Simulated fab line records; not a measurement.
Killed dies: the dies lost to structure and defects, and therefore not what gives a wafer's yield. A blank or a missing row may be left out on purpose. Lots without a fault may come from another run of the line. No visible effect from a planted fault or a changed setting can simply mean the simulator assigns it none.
fab line records	flow sky130
record lots=14	wafers=42	last-day=51
route steps=708 shown POLY_CUT@319 RES_XHIGH@340 SD_N@353 LOCAL_INTERCONNECT@387
lots that met no fault: taken from a fault-free run of the same line
start-h: start of the lot's first displayed wafer, in hours after the record's first day	wait-h: hours from the lot's prior step to this one	" same as the row above	L1.1+2: several wafers, shown together as one row	- no value present, or no start provided	* or withheld: withheld	< > ~ a bound
route shown NAME@n: names a module that has steps shown in the file, with the first one's number in the route	usual: mean and standard deviation over wafers with no fault	same: alike in all rows	chamber/n: place in a boat	sites: per-site readings	_std_site: the standard deviation of these	_edge_site: the outer-site mean with the inner-site mean subtracted	radius-mm: for every site, how far away it sits from the centre of the wafer	mask NAME#n: copy n	behind: tool/chamber where the wafer was last shaped	hold: cause of the lot's hold/its duration in hours/its outcome	device: names the non-switching transistor (n, p or np)	end of line: the same wafers' tests at the end of the route	where a step has no rows: the recipe by itself	killed: dies that structure and defects cost at the first sort, which is not the same as the wafer's yield	map: the dies of a wafer, with x for killed, . for not killed, _ for no die there
set.NAME: the run value of the setting; set.NAME@STEP: its run value at that earlier step	model.NAME: the simulator's own value behind a step, which no gauge read
a sample of lots followed through the steps of the route, with each step as a table and each wafer as a row
services: from which hour (start-h, from the record's first day; less than 0 if before it) a tool's chamber was out of use, for how many hours, and why
## steps
# step SKY_POLY_CUT_STRIP_12
# recipe chemistry=O2/N2	power-w=1400	pressure-mtorr=1500	platen-temp-c=withheld	o2-flow-sccm=3000	n2-flow-sccm=300	overash-fraction=0.5
# usual chamber-pressure-mTorr=1500.0/1.4	drypump-motor-current-A=5.7/0.47	oes-product-au=0.453/0.0047	strip-time-to-endpoint-s=5.356/0.018
lot.wafer	tool	chamber	start-h	wait-h	chamber-pressure-mTorr	drypump-motor-current-A	oes-product-au	rf-hours-counter-h	strip-time-to-endpoint-s
L295.2	plasma-asher-02	0	588.85	0.0	1498.7	5.7	0.454	48	5.358
L295.3	"	1	"	"	1499.2	4.9	0.449	-	5.377
L295.6	"	1	"	"	1500.9	4.9	0.458	-	5.361
L297.1	plasma-asher-01	0	590.50	0.0	1500.8	5.5	0.461	88	5.369
L297.4	"	1	"	"	1500.1	6.0	0.447	-	5.343
L297.5	"	1	"	"	1502.1	5.9	0.454	-	5.358
L299.3	plasma-asher-04	0	594.53	0.1	1500.3	6.4	0.440	-	5.326
L299.4	"	1	"	"	1502.4	6.0	0.452	-	5.339
L299.5	"	1	"	"	1498.5	6.0	0.444	-	5.340
L300.3	plasma-asher-02	1	604.08	0.1	1502.3	4.9	0.458	-	5.382
L300.5	"	1	"	"	1498.6	4.9	0.448	-	5.389
L300.6	"	0	"	"	1495.5	5.7	0.447	-	5.371
L301.1	plasma-asher-02	1	619.80	0.0	1499.8	4.9	0.452	52	5.381
L301.3	"	1	"	"	1500.3	4.9	0.453	-	5.384
L301.6	"	1	"	"	1500.1	4.9	0.455	-	5.347
L302.2	plasma-asher-01	1	631.84	0.0	1500.1	5.9	0.453	92	5.333
L302.4	"	1	"	"	1499.1	5.9	0.455	-	5.352
L302.5	"	0	"	"	1500.8	5.5	0.458	-	5.340
L306.2	plasma-asher-01	1	659.24	0.0	1498.2	5.9	0.450	95	5.350
L306.4	"	0	"	"	1498.6	5.5	0.457	-	5.360
L306.6	"	0	"	"	1501.8	5.5	0.453	-	5.367
L307.3	plasma-asher-01	1	671.93	0.1	1498.0	5.9	0.458	-	5.363
L307.4	"	0	"	"	1499.5	5.5	0.444	-	5.369
L307.6	"	0	"	"	1501.9	5.5	0.454	-	5.337
L308.1	plasma-asher-04	0	672.24	0.0	1499.1	6.5	0.453	24	5.372
L308.3	"	1	"	"	1500.0	6.0	0.454	-	5.351
L308.6	"	1	"	"	1500.0	6.0	0.455	-	5.367
L310.1	plasma-asher-02	0	693.00	0.0	1500.8	5.8	0.453	57	5.343
L310.3	"	1	"	"	1499.6	4.9	0.457	-	5.347
L310.4	"	0	"	"	1499.5	5.7	0.450	-	5.349
L311.3	plasma-asher-01	0	699.23	0.1	1498.0	5.5	0.451	-	5.369
L311.5	"	0	"	"	1500.0	5.6	0.455	-	5.375
L311.6	"	1	"	"	1502.3	6.0	0.448	-	5.348
L312.3	plasma-asher-04	1	703.28	0.1	1500.7	6.0	0.453	-	5.379
L312.4	"	0	"	"	1501.5	6.4	0.455	-	5.384
L312.6	"	0	"	"	1500.1	6.4	0.455	-	5.372
L315.1	plasma-asher-01	1	751.75	0.0	1501.7	5.9	0.460	1	5.372
L315.3	"	1	"	"	1501.4	5.9	0.457	-	5.385
L315.6	"	0	"	"	1499.2	5.5	0.454	-	5.369
L316.1	plasma-asher-01	1	770.65	0.0	1500.0	5.9	0.455	2	5.345
L316.3	"	0	"	"	1498.8	5.5	0.456	-	5.344
L316.4	"	1	"	"	1499.0	5.9	0.454	-	5.360
# step SKY_RES_XHIGH_STRIP_08
# recipe chemistry=O2/N2	power-w=1400	pressure-mtorr=1500	platen-temp-c=withheld	o2-flow-sccm=3000	n2-flow-sccm=300	overash-fraction=0.5
# usual chamber-pressure-mTorr=1499.9/1.3	drypump-motor-current-A=5.7/0.55	oes-product-au=0.711/0.0047	strip-time-to-endpoint-s=14.26/0.035
lot.wafer	tool	chamber	start-h	wait-h	chamber-pressure-mTorr	drypump-motor-current-A	oes-product-au	rf-hours-counter-h	strip-time-to-endpoint-s
L295.2	plasma-asher-03	1	647.36	0.1	1499.6	5.5	0.717	84	14.23
L295.3	"	0	"	"	1501.2	6.5	0.712	-	14.23
L295.6	"	0	"	"	1498.0	6.5	0.704	-	14.22
L297.1	plasma-asher-02	0	648.57	0.1	1499.2	5.7	0.709	55	14.22
L297.4	"	1	"	"	1499.6	4.9	0.715	-	14.22
L297.5	"	1	"	"	1498.4	4.9	0.701	-	14.27
L299.3	plasma-asher-01	0	652.50	0.1	1500.6	5.5	0.710	-	14.23
L299.4	"	1	"	"	1499.4	5.9	0.705	-	14.20
L299.5	"	0	"	"	1501.0	5.5	0.713	-	14.25
L300.3	plasma-asher-03	0	662.29	0.1	1499.0	6.5	0.712	-	14.23
L300.5	"	0	"	"	1500.3	6.5	0.718	-	14.24
L300.6	"	1	"	"	1500.2	5.5	0.708	-	14.26
L301.1	plasma-asher-03	1	676.91	0.1	1499.2	5.5	0.707	88	14.30
L301.3	"	1	"	"	1502.3	5.5	0.711	-	14.31
L301.6	"	0	"	"	1499.3	6.5	0.719	-	14.27
L302.2	plasma-asher-03	0	687.96	0.1	1501.1	6.5	0.717	89	14.26
L302.4	"	0	"	"	1501.7	6.5	0.702	-	14.27
L302.5	"	0	"	"	1499.9	6.5	0.711	-	14.28
L306.2	plasma-asher-03	1	716.16	0.1	-	-	-	-	-
L306.4	"	0	"	"	-	-	-	-	-
L306.6	"	1	"	"	-	-	-	-	-
L307.3	plasma-asher-02	1	727.70	0.1	-	-	-	-	-
L307.4	"	0	"	"	-	-	-	-	-
L307.6	"	0	"	"	-	-	-	-	-
L308.1	plasma-asher-01	1	727.96	0.1	1503.0	5.9	0.710	103	14.27
L308.3	"	0	"	"	1498.1	5.6	0.719	-	14.24
L308.6	"	1	"	"	1501.0	5.9	0.711	-	14.22
L310.1	plasma-asher-02	1	747.77	0.1	1501.0	4.9	0.719	60	14.23
L310.3	"	1	"	"	1498.8	4.9	0.709	-	14.25
L310.4	"	0	"	"	1500.9	5.7	0.713	-	14.22
L311.3	plasma-asher-03	0	753.90	0.1	1500.1	6.5	0.716	-	14.23
L311.5	"	0	"	"	1501.9	6.5	0.710	-	14.25
L311.6	"	1	"	"	1498.6	5.4	0.715	-	14.22
L312.3	plasma-asher-02	1	757.65	0.1	1498.0	4.9	0.711	-	14.20
L312.4	"	0	"	"	1501.1	5.7	0.715	-	14.19
L312.6	"	0	"	"	1500.5	5.7	0.707	-	14.22
L315.1	plasma-asher-02	0	804.11	0.1	1499.8	5.7	0.712	66	14.29
L315.3	"	1	"	"	1499.9	4.9	0.712	-	14.29
L315.6	"	1	"	"	1498.9	4.9	0.709	-	14.27
L316.1	plasma-asher-01	1	824.06	0.1	1500.2	5.9	0.708	8	14.33
L316.3	"	1	"	"	1500.2	5.9	0.712	-	14.29
L316.4	"	0	"	"	1500.1	5.5	0.712	-	14.29
# step SKY_SD_N_STRIP_11
# recipe chemistry=O2/N2	power-w=1400	pressure-mtorr=1500	platen-temp-c=withheld	o2-flow-sccm=3000	n2-flow-sccm=300	overash-fraction=0.5
# usual chamber-pressure-mTorr=1500.0/1.2	drypump-motor-current-A=6.0/0.51	oes-product-au=0.527/0.0039	strip-time-to-endpoint-s=22.56/0.038
lot.wafer	tool	chamber	start-h	wait-h	chamber-pressure-mTorr	drypump-motor-current-A	oes-product-au	rf-hours-counter-h	strip-time-to-endpoint-s
L295.2	plasma-asher-03	1	675.52	0.1	1500.7	5.5	0.520	87	22.56
L295.3	"	0	"	"	1499.4	6.5	0.532	-	22.56
L295.6	"	1	"	"	1503.5	5.4	0.529	-	22.50
L297.1	plasma-asher-04	1	677.41	0.1	1501.4	6.0	0.526	25	22.60
L297.4	"	1	"	"	1500.3	6.0	0.531	-	22.51
L297.5	"	1	"	"	1500.9	6.0	0.522	-	22.53
L299.3	plasma-asher-03	1	681.01	0.1	1498.5	5.5	0.527	-	22.56
L299.4	"	0	"	"	1499.3	6.5	0.529	-	22.60
L299.5	"	0	"	"	1499.6	6.5	0.519	-	22.57
L300.3	plasma-asher-03	1	691.21	0.1	1498.6	5.5	0.527	-	22.51
L300.5	"	1	"	"	1501.1	5.5	0.529	-	22.52
L300.6	"	0	"	"	1502.4	6.5	0.523	-	22.52
L301.1	plasma-asher-04	1	706.03	0.1	1500.4	6.0	0.527	28	22.60
L301.3	"	0	"	"	1501.2	6.5	0.528	-	22.58
L301.6	"	0	"	"	1498.1	6.4	0.529	-	22.57
L302.2	plasma-asher-04	1	716.43	0.1	1498.5	6.0	0.529	29	22.57
L302.4	"	1	"	"	1501.3	6.0	0.517	-	22.61
L302.5	"	1	"	"	1496.6	6.0	0.530	-	22.58
L306.2	plasma-asher-04	0	743.63	0.1	1499.0	6.4	0.617	32	39.44
L306.4	"	1	"	"	1500.5	6.0	0.615	-	39.39
L306.6	"	0	"	"	1500.5	6.4	0.614	-	39.42
L307.3	plasma-asher-02	0	754.76	0.1	1500.0	5.7	0.614	-	39.57
L307.4	"	1	"	"	1501.6	4.9	0.611	-	39.58
L307.6	"	0	"	"	1499.5	5.7	0.618	-	39.54
L308.1	plasma-asher-03	1	754.86	0.1	1498.4	5.4	0.522	97	22.62
L308.3	"	1	"	"	1498.7	5.5	0.526	-	22.58
L308.6	"	1	"	"	1498.8	5.5	0.529	-	22.57
L310.1	plasma-asher-03	0	774.92	0.1	1498.0	6.5	0.522	99	22.60
L310.3	"	1	"	"	1498.4	5.5	0.528	-	22.57
L310.4	"	0	"	"	1499.9	6.5	0.534	-	22.55
L311.3	plasma-asher-03	0	780.95	0.1	1500.5	6.5	0.531	-	22.60
L311.5	"	1	"	"	1498.4	5.5	0.521	-	22.56
L311.6	"	0	"	"	1501.3	6.5	0.539	-	22.56
L312.3	plasma-asher-02	0	785.16	0.1	1499.7	5.7	0.529	-	22.62
L312.4	"	1	"	"	1499.4	4.9	0.532	-	22.59
L312.6	"	1	"	"	1500.0	4.9	0.523	-	22.62
L315.1	plasma-asher-02	1	831.07	0.1	1498.7	4.9	0.531	69	22.51
L315.3	"	1	"	"	1496.9	4.9	0.532	-	22.58
L315.6	"	1	"	"	1499.8	4.9	0.527	-	22.57
L316.1	plasma-asher-04	0	850.07	0.1	1500.2	6.5	0.534	43	22.52
L316.3	"	0	"	"	1500.5	6.5	0.522	-	22.57
L316.4	"	1	"	"	1498.8	6.0	0.531	-	22.54
# step SKY_SD_N_TW_MEAS_12
# usual SD_N_TW=4023/38
lot.wafer	tool	chamber	start-h	wait-h	SD_N_TW
L295.2	film-metro-04	-	675.63	0.1	4026
L295.3	"	-	"	"	4012
L295.6	"	-	"	"	4007
L297.1	film-metro-04	-	677.51	0.1	3989
L297.4	"	-	"	"	4010
L297.5	"	-	"	"	3988
L299.3	film-metro-02	-	681.10	0.1	4069
L299.4	"	-	"	"	4066
L299.5	"	-	"	"	4062
L300.3	film-metro-01	-	691.30	0.1	3989
L300.5	"	-	"	"	3989
L300.6	"	-	"	"	4004
L301.1	film-metro-02	-	706.13	0.1	4053
L301.3	"	-	"	"	4069
L301.6	"	-	"	"	4086
L302.2	film-metro-01	-	716.54	0.1	3975
L302.4	"	-	"	"	3987
L302.5	"	-	"	"	3985
L306.2	film-metro-02	-	743.74	0.1	31
L306.4	"	-	"	"	31
L306.6	"	-	"	"	31
L307.3	film-metro-01	-	754.85	0.1	30
L307.4	"	-	"	"	30
L307.6	"	-	"	"	30
L308.1	film-metro-02	-	754.96	0.1	4064
L308.3	"	-	"	"	4051
L308.6	"	-	"	"	4047
L310.1	film-metro-04	-	775.02	0.1	3981
L310.3	"	-	"	"	4010
L310.4	"	-	"	"	4002
L311.3	film-metro-04	-	781.04	0.1	3990
L311.5	"	-	"	"	3974
L311.6	"	-	"	"	3994
L312.3	film-metro-02	-	785.25	0.1	4064
L312.4	"	-	"	"	4067
L312.6	"	-	"	"	4046
L315.1	film-metro-02	-	831.17	0.1	4026
L315.3	"	-	"	"	4015
L315.6	"	-	"	"	4040
L316.1	film-metro-04	-	850.17	0.1	4013
L316.3	"	-	"	"	4040
L316.4	"	-	"	"	4040
# step SKY_LOCAL_INTERCONNECT_SPUTTER_00
# recipe material=TiN	target-thk-nm=100	temp-c=300	power-w=6500	time-s=83.3	chamber-pressure-pa=0.4
# usual throttle-valve-pct=30.1/1
lot.wafer	tool	chamber	start-h	wait-h	throttle-valve-pct
L295.2	pvd-sputter-03	-	706.08	0.2	28.6
L295.3	"	-	"	"	30.9
L295.6	"	-	"	"	28.9
L297.1	pvd-sputter-02	-	708.61	0.2	30.5
L297.4	"	-	"	"	30.4
L297.5	"	-	"	"	31.5
L299.3	pvd-sputter-04	-	711.88	0.2	30.0
L299.4	"	-	"	"	27.8
L299.5	"	-	"	"	27.8
L300.3	pvd-sputter-02	-	722.03	0.1	31.4
L300.5	"	-	"	"	29.0
L300.6	"	-	"	"	30.6
L301.1	pvd-sputter-02	-	735.80	0.2	30.7
L301.3	"	-	"	"	28.9
L301.6	"	-	"	"	28.9
L302.2	pvd-sputter-04	-	746.38	0.1	30.2
L302.4	"	-	"	"	31.5
L302.5	"	-	"	"	29.4
L306.2	pvd-sputter-03	-	773.23	0.2	30.2
L306.4	"	-	"	"	29.7
L306.6	"	-	"	"	29.9
L307.3	pvd-sputter-03	-	783.73	0.1	29.5
L307.4	"	-	"	"	28.9
L307.6	"	-	"	"	29.9
L308.1	pvd-sputter-02	-	785.08	0.2	31.5
L308.3	"	-	"	"	29.1
L308.6	"	-	"	"	30.5
L310.1	pvd-sputter-03	-	804.03	0.1	31.1
L310.3	"	-	"	"	30.0
L310.4	"	-	"	"	30.1
L311.3	pvd-sputter-03	-	810.08	0.2	29.8
L311.5	"	-	"	"	31.0
L311.6	"	-	"	"	29.6
L312.3	pvd-sputter-02	-	814.35	0.1	29.1
L312.4	"	-	"	"	30.7
L312.6	"	-	"	"	30.6
L315.1	pvd-sputter-03	-	859.48	0.1	28.6
L315.3	"	-	"	"	29.8
L315.6	"	-	"	"	28.7
L316.1	pvd-sputter-03	-	878.48	0.2	29.8
L316.3	"	-	"	"	28.5
L316.4	"	-	"	"	31.1
# step SKY_LOCAL_INTERCONNECT_RS_MEAS_01
# recipe thk-meas-gauge=four-point-probe	reads=TiN_of_LOCAL_INTERCONNECT_SPUTTER_00
# usual LOCAL_INTERCONNECT_TIN_RS=14.10/0.14
lot.wafer	tool	chamber	start-h	wait-h	LOCAL_INTERCONNECT_TIN_RS[ohm/sq]
L295.2	film-metro-03	-	706.17	0.1	13.91
L295.3	"	-	"	"	13.94
L295.6	"	-	"	"	13.93
L297.1	film-metro-04	-	708.67	0.0	14.05
L297.4	"	-	"	"	14.06
L297.5	"	-	"	"	14.03
L299.3	film-metro-02	-	712.05	0.1	14.26
L299.4	"	-	"	"	14.26
L299.5	"	-	"	"	14.26
L300.3	film-metro-04	-	722.14	0.1	14.11
L300.5	"	-	"	"	14.01
L300.6	"	-	"	"	14.23
L301.1	film-metro-04	-	735.86	0.0	14.14
L301.3	"	-	"	"	13.92
L301.6	"	-	"	"	14.04
L302.2	film-metro-04	-	746.53	0.1	13.99
L302.4	"	-	"	"	14.04
L302.5	"	-	"	"	14.14
L306.2	film-metro-03	-	773.31	0.1	14.25
L306.4	"	-	"	"	14.11
L306.6	"	-	"	"	14.01
L307.3	film-metro-02	-	783.84	0.1	14.12
L307.4	"	-	"	"	14.16
L307.6	"	-	"	"	14.16
L308.1	film-metro-04	-	785.14	0.0	14.21
L308.3	"	-	"	"	14.17
L308.6	"	-	"	"	14.10
L310.1	film-metro-04	-	804.10	0.0	14.24
L310.3	"	-	"	"	14.07
L310.4	"	-	"	"	14.06
L311.3	film-metro-02	-	810.19	0.1	13.90
L311.5	"	-	"	"	13.96
L311.6	"	-	"	"	14.00
L312.3	film-metro-02	-	814.45	0.1	14.03
L312.4	"	-	"	"	14.14
L312.6	"	-	"	"	14.04
L315.1	film-metro-03	-	859.56	0.0	14.12
L315.3	"	-	"	"	13.93
L315.6	"	-	"	"	13.98
L316.1	film-metro-02	-	878.54	0.0	13.94
L316.3	"	-	"	"	14.02
L316.4	"	-	"	"	14.22
## services
tool	chamber	start-h	hours	kind
pvd-sputter-03	-	569.62	7.6	repair
pvd-sputter-03	-	572.89	8.9	repair
pvd-sputter-03	-	584.14	1.3	repair
plasma-asher-04	-	595.26	1.8	repair
plasma-asher-04	-	614.38	3.8	repair
pvd-sputter-02	-	621.51	2.4	repair
plasma-asher-02	-	657.76	7.0	repair
plasma-asher-02	-	664.72	15.6	pm
plasma-asher-02	-	706.14	21.4	repair
pvd-sputter-03	-	711.25	1.7	repair
pvd-sputter-04	-	716.89	2.3	repair
plasma-asher-01	-	718.63	0.3	repair
pvd-sputter-03	-	720.08	3.6	repair
plasma-asher-04	-	721.55	1.0	repair
plasma-asher-01	-	733.75	9.0	pm
plasma-asher-01	0	733.75	9.0	vent-cycle
plasma-asher-01	1	733.75	9.0	vent-cycle
plasma-asher-01	0	742.75	-	clean
pvd-sputter-02	-	763.69	4.2	repair
plasma-asher-02	-	764.30	0.4	repair
plasma-asher-03	-	814.47	11.3	repair
pvd-sputter-03	-	815.93	4.4	repair
pvd-sputter-02	-	855.11	2.4	repair
pvd-sputter-03	-	868.06	1.0	repair
## key
first-sign step=SKY_RES_XHIGH_STRIP_08	reading=tool-record	direction=missing
effect step=SKY_SD_N_STRIP_11	reading=strip-time-to-endpoint-s	direction=up	sigmas=99+	usual=*	struck=*
effect step=SKY_SD_N_TW_MEAS_12	reading=SD_N_TW	direction=down	sigmas=99+	usual=4023	struck=30
met-at SKY_RES_XHIGH_STRIP_08
struck-lots L306,L307
sort-left-out L306.2,L306.4,L306.6,L307.3,L307.4,L307.6
tester-left-out L306,L307
not-acting-at SKY_POLY_CUT_STRIP_12,SKY_LOCAL_INTERCONNECT_SPUTTER_00,SKY_LOCAL_INTERCONNECT_RS_MEAS_01
onset-between 687.96 716.16
fault kind=skipped-step-whole	tool=plasma-asher-02,plasma-asher-03	chamber=-	onset-h=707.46	steps=SKY_RES_XHIGH_STRIP_08	scope=struck-lots-only
# tester-left-out: of these lots the tester's yield and bins aren't shown, on N5 and GAA mostly nor the transistor test; their killed dies are dies lost to structure and defects alone, not to doping, threshold or leakage, so they don't give the yield
# sort-left-out: the simulated sort isn't trusted on such a fault, so these wafers' sort isn't shown, and their yield isn't known
